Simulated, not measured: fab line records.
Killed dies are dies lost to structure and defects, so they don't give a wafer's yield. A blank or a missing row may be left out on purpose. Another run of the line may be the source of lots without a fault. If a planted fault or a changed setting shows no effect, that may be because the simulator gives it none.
Comparing a struck lot with a sound one || flow sky130 || 15 out of 708 route steps
Sound: the wafers L977.3, L977.4, L977.6. Wafers struck: L976.1, L976.3, L976.5. The cause comes at the end.
At each step with rows: each side's tool, then ch and its chambers, then its first start. Under that, the readings that differ: sound wafers || struck wafers || difference of the means || sigmas: that difference in standard deviations of wafers without a fault.
alike: a reading whose means differ by less than 2 such deviations, as well as words and numbers matching on both sides. not compared: withheld readings; readings where some wafer has no value; bounds like >300 that might hide an equal value; numbers whose values overlap and for which the record gives no deviation.
Wherever a step has rows on one side only, a row that says differs or no value, or a row with sigmas, the two part there. Numbers that have no deviation but don't overlap get no sigmas and don't part them. A reading missing from all wafers of one side parts the sides only when that side holds two or more wafers.

SKY_FIELD_ISO_ETCH_17: etches Si in HBr/Cl2/O2, target depth 342 nm, time 97.7 s.
  sound on rie_si-01 ch 0,1, day 5 17:44; struck on rie_si-02 ch 0,1,2, day 5 13:28
  alike: HBr_flow_sccm, O2_flow_sccm, bias_w, drypump_motor_current_A, oes_product_au, throttle_valve_pct
  not compared: rf_hours_counter_h
then, 5 steps without rows for these wafers: SKY_FIELD_ISO_WET_ETCH_18 (etches Si3N4 in H3PO4, target depth 25 nm, time 286 s); SKY_FIELD_ISO_CLEAN_19 (cleans in SC1/SC2, time 150 s); SKY_FIELD_ISO_CLEAN_20 (cleans in dHF, time 20 s); SKY_FIELD_ISO_WET_ETCH_21 (etches SiO2 in dHF, target depth 20 nm, time 400 s); SKY_FIELD_ISO_OXIDATION_22 (stabilise 600 s, purge 300 s, target thk 10 nm).
SKY_FIELD_ISO_THK_MEAS_23:
  struck on film_metro-04, day 5 15:01; sound on film_metro-02, day 5 19:18
  alike: FIELD_ISO_OXIDATION_01_THK
then, 1 step without rows for these wafers: SKY_FIELD_ISO_CVD_24 (deposits SiO2, target thk 595 nm, time 99.2 s).
SKY_FIELD_ISO_THK_MEAS_25:
  struck on film_metro-01, day 5 15:08; sound on film_metro-04, day 5 19:26
  alike: FIELD_ISO_CVD_24_THK
then, 1 step without rows for these wafers: SKY_FIELD_ISO_ANNEAL_26 (time 1800 s).
SKY_FIELD_ISO_CMP_27: polishes, stops on Si3N4, t overpolish 16 s, target thk 457.8 nm.
  sound on cmp-01 ch 0,1,2, day 5 21:02; struck on cmp-01 ch 0,1,3, day 5 16:45
  alike: motor_current_A, overpolish_run_s, time_to_endpoint_s
then, 1 step without rows for these wafers: SKY_FIELD_ISO_WET_ETCH_28 (etches SiO2 in dHF, target depth 23.7 nm, time 47 s).
SKY_FIELD_ISO_WET_ETCH_29: etches Si3N4 in H3PO4, target depth 160 nm, time 1825 s.
  sound on wet_bench-03 ch 1, day 5 21:18; struck on wet_bench-01 ch 3, day 5 17:02
  no value came back on the struck wafers for bath_guard_temp_C (C), bath_heat_duty_pct (%); on the sound wafers bath_guard_temp_C (C) reads 159.3 159.3 159.0
{"reading": "model.Si3N4_of_FIELD_ISO_CVD_03.thk_nm (nm)", "sound": "0 0 0", "struck": "119.1 119.5 117.9", "difference": "+118.8", "sigmas": ""}
then, 1 step without rows for these wafers: SKY_FIELD_ISO_WET_ETCH_30 (etches SiO2 in dHF, target depth 25 nm, time 50 s).
-- a jump in the record: the struck wafers' starts before and after are 44 days apart (it breaks off in module FIELD_ISO and resumes in module PAD_OPEN, where the first step shown is number 708 of the route) --
SKY_PAD_OPEN_PROBE_99:
  struck on prober-01, day 49 13:03; sound on prober-02, day 49 16:49
{"reading": "killed_at_front_end", "sound": "15 7 8", "struck": "428 425 414", "difference": "+412", "sigmas": "+90"}
{"reading": "killed_dies", "sound": "86 73 80", "struck": "492 492 492", "difference": "+412", "sigmas": "+42"}
{"reading": "killed_on_rim", "sound": "19 13 21", "struck": "96 96 96", "difference": "+78", "sigmas": "+20"}
  alike: killed_at_M0_to_M3, killed_at_M4_up, killed_at_contacts, killed_at_other, killed_open, killed_short

WHERE THEY PART
First at SKY_FIELD_ISO_WET_ETCH_29; last, within this record, at SKY_PAD_OPEN_PROBE_99.

WHY: the cause the simulator had injected
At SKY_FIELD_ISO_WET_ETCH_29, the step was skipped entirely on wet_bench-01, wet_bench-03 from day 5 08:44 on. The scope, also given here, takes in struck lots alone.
